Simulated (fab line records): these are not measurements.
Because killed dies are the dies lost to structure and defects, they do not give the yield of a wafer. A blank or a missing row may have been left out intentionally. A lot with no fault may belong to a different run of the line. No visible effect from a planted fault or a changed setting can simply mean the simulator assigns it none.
Comparing a struck lot with a sound one | flow gf180mcu | 15 out of 602 route steps
Sound: the wafers L211.2, L211.3, L211.6. Wafers L218.1, L218.3, L218.5 were the ones struck. The cause comes at the end.
Order at every step that has rows: each side's tool, ch and its chambers, its first start. Under that, the readings that differ: sound wafers | struck wafers | difference of the means | sigmas: that difference in standard deviations of wafers without a fault.
alike: a reading whose means differ by less than 2 such deviations, as well as words and numbers matching on both sides. not compared: withheld readings; readings where some wafer has no value; bounds like >300 that might hide an equal value; numbers whose values overlap and for which the record gives no deviation.
The two part at a step that has a row with sigmas, a row that says differs or no value, or rows on one side only. Non-overlapping numbers with no deviation appear without sigmas and do not part them. A reading that every wafer of one side lacks parts them only if that side has two wafers or more.

GF_M4_SPUTTER_04: material TiN, target thk 50 nm, time 41.7 s.
  sound: pvd-sputter-04 at day 24 10:30; struck: pvd-sputter-03 at day 26 19:40
  alike: cathode-dc-power-W, throttle-valve-pct
GF_M4_RS_MEAS_05: uses a four-point probe to measure.
  sound: film-metro-01 at day 24 10:34; struck: film-metro-02 at day 26 19:42
  alike: M4_ALCU_RS
GF_M4_THK_MEAS_06: measures by xrf.
  sound: film-metro-01 at day 24 10:40; struck: film-metro-02 at day 26 19:49
  alike: M4_ALCU_THK
then, 7 steps without rows for these wafers: GF_M4_DEHYDRATE_07 (time 60 s); GF_M4_HMDS_08 (prime time 60 s); GF_M4_COAT_09 (resist thk 1000 nm); GF_M4_SOFTBAKE_10 (time 60 s); GF_M4_EXPOSE_11 (exposes mask Metal4, target cd 280 nm); GF_M4_PEB_12 (peb time 90 s); GF_M4_DEVELOP_13 (develop time 60 s).
GF_M4_CD_MEAS_14: target cd 280 nm.
  sound: cd-sem-02 at day 25 08:19; struck: cd-sem-02 at day 27 16:12
  alike: cd-nm
GF_M4_OVL_MEAS_15:
  sound: overlay-01 at day 25 08:25; struck: overlay-01 at day 27 16:19
  alike: M4_OVL
GF_M4_METAL_ETCH_16: etches the open film in Cl2/BCl3, stops on SiO2, target depth 627.5 nm, time 104.6 s.
  sound on rie-metal-02 ch 0,1, day 25 08:27; struck on rie-metal-01 ch 0, day 27 16:21
  no value came back on the struck wafers for any of 6 readings (bcl3-flow-sccm (sccm), bias-w (W) and others); on the sound wafers bcl3-flow-sccm (sccm) reads 39.89 39.93 39.87
  reading                             | sound             | struck            | difference | sigmas
  model.KrF_of_M4_COAT_09.thk-nm (nm) | 739.9 736.8 734.4 | 985.1 986.3 987.4 | +249.2     |
  not compared: rf-hours-counter-h
GF_M4_STRIP_17: strips in O2/N2.
  sound on plasma-asher-01 ch 0,1, day 25 08:34; struck on plasma-asher-04 ch 0,1, day 27 16:35
  reading                      | sound             | struck            | difference | sigmas
  oes-product-au (a.u.)        | 0.559 0.543 0.555 | 0.667 0.652 0.672 | +0.111     | +22
  strip-time-to-endpoint-s (s) | 7.94 7.89 7.86    | 10.21 10.23 10.22 | +2.32      | +66
  alike: chamber-pressure-mTorr, drypump-motor-current-A, heater-power-w
  not compared: rf-hours-counter-h
then, 1 step without rows for these wafers: GF_M4_STRIP_18 (strips in post etch residue remover, time 1200 s).

== WHERE THEY PART ==
First at GF_M4_METAL_ETCH_16; last, within this record, at GF_M4_STRIP_17.

WHY: what had been put in by the simulator
Beginning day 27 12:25, the whole step at GF_M4_METAL_ETCH_16 was skipped on rie-metal-01. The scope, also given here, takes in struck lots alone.
